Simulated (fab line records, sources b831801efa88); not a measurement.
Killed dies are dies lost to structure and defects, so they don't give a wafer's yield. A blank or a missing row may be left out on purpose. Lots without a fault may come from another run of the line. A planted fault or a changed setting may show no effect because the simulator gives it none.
Split-lot experiment | flow sfq_line | 5 lots, 23 wafers read, on a route of 325 steps

THE SPLIT
At SFQ_TRILAYER_R5_DEP_SPUTTER_133 (material MoNx, target thk 40 nm, time 66.7 s), the setting time_s was moved away from the recipe's 66.7 s on 6 of the 23 wafers read, by -11.8% to +13.1%. The other wafers ran this setting at the recipe's value.

FROM THE SPLIT TO THE READING: what the file shows between them, 2 steps
- SFQ_TRILAYER_R5_DEP_SPUTTER_134: material Ti, target thk 5 nm, time 4.879 s
- SFQ_R5_RS_MEAS_933: measures by four-point-probe

THE READING
R5_MONX_THK, in nm, at SFQ_R5_THK_MEAS_934 (measures by xrf). Fault-free wafers of this fab line usually give 39.8 nm, standard deviation 0.52 nm.

wafer  | tool, chamber at the split | time_s as run, s | against the recipe | R5_MONX_THK, nm | against lot-mates on the recipe
L075.1 | pvd_sputter-05, -          | 66.7             | recipe             | 39.9            | -
L075.2 | pvd_sputter-05, -          | 66.7             | recipe             | 40.1            | -
L075.3 | pvd_sputter-05, -          | 58.86            | -11.8%             | 36.0            | -4.0
L075.4 | pvd_sputter-05, -          | 58.86            | -11.8%             | 36.0            | -4.0
L075.5 | pvd_sputter-05, -          | 58.86            | -11.8%             | 35.2            | -4.8
L076.2 | pvd_sputter-04, -          | 66.7             | recipe             | 39.5            | -
L076.3 | pvd_sputter-04, -          | 66.7             | recipe             | 39.3            | -
L076.4 | pvd_sputter-04, -          | 66.7             | recipe             | 39.9            | -
L076.5 | pvd_sputter-04, -          | 66.7             | recipe             | 39.4            | -
L076.6 | pvd_sputter-04, -          | 66.7             | recipe             | 39.4            | -
L077.1 | pvd_sputter-03, -          | 75.47            | +13.1%             | 44.6            | +4.5
L077.2 | pvd_sputter-03, -          | 66.7             | recipe             | 40.3            | -
L077.4 | pvd_sputter-03, -          | 75.47            | +13.1%             | 44.5            | +4.4
L077.5 | pvd_sputter-03, -          | 66.7             | recipe             | 39.9            | -
L077.6 | pvd_sputter-03, -          | 75.47            | +13.1%             | 44.5            | +4.4
L081.1 | pvd_sputter-03, -          | 66.7             | recipe             | 40.7            | -
L081.3 | pvd_sputter-03, -          | 66.7             | recipe             | 40.3            | -
L081.4 | pvd_sputter-03, -          | 66.7             | recipe             | 39.5            | -
L081.5 | pvd_sputter-03, -          | 66.7             | recipe             | 39.8            | -
L081.6 | pvd_sputter-03, -          | 66.7             | recipe             | 41.0            | -
L083.1 | pvd_sputter-03, -          | 66.7             | recipe             | 40.3            | -
L083.3 | pvd_sputter-03, -          | 66.7             | recipe             | 39.9            | -
L083.4 | pvd_sputter-03, -          | 66.7             | recipe             | 39.4            | -

THE FIT
A straight line over all 23 wafers: R5_MONX_THK changes by +0.353 nm for each +1% of time_s; r = +0.98; the points scatter about the line by 0.45 nm.
The same after taking each lot's own level away (the mean of its wafers on the recipe; 23 wafers): +0.349 nm for each +1%; r = +0.99; scatter 0.37 nm.
On that fit, the largest move of time_s shifts the reading by 4.6 nm.
The lots' own levels span 39.50 to 40.26 nm, that is 1.5 times the standard deviation above.
So the lot-to-lot level changes the slope little: the two slopes agree.
Check: with one of the wafers moved furthest among these (+13.1%) left out of the fit, the line predicts +4.56 nm for it against its lot-mates. It came out at +4.5 nm against them.

OTHER SPLITS ON THESE WAFERS
These wafers also went through other splits before the reading. Each is held against what the fit with the lots' levels taken away leaves over:
other split on the same wafers               | wafers away from the commonest value | r with R5_MONX_THK (lot level and that fit taken away)
SFQ_TRILAYER_M5_LITHO_COAT_128 resist_thk_nm | 9                                    | -0.32
SFQ_TRILAYER_M5_ETCH_METAL_ETCH_126 time_s   | 5                                    | -0.28

THE WHOLE CHAIN: every reading that the file lists as answering this split, in the file's order
step                            | what it does                                 | reading                                                                                     | change (the file's fit)               | r (the file's)
SFQ_TRILAYER_R5_DEP_SPUTTER_133 | material MoNx, target thk 40 nm, time 66.7 s | MoNx_of_TRILAYER_R5_DEP_SPUTTER_133.thk_nm (the simulator's own value, which no gauge read) | +0.351 nm for each +1% of the setting | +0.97
SFQ_R5_RS_MEAS_933              | measures by four-point-probe                 | R5_MONX_RS                                                                                  | -0.0588 for each +1% of the setting   | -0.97
SFQ_R5_THK_MEAS_934             | measures by xrf                              | R5_MONX_THK                                                                                 | +0.348 for each +1% of the setting    | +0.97

THE FILE'S OWN FIT
R5_MONX_THK changes by +0.348 nm for each +1% of time_s, r = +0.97.
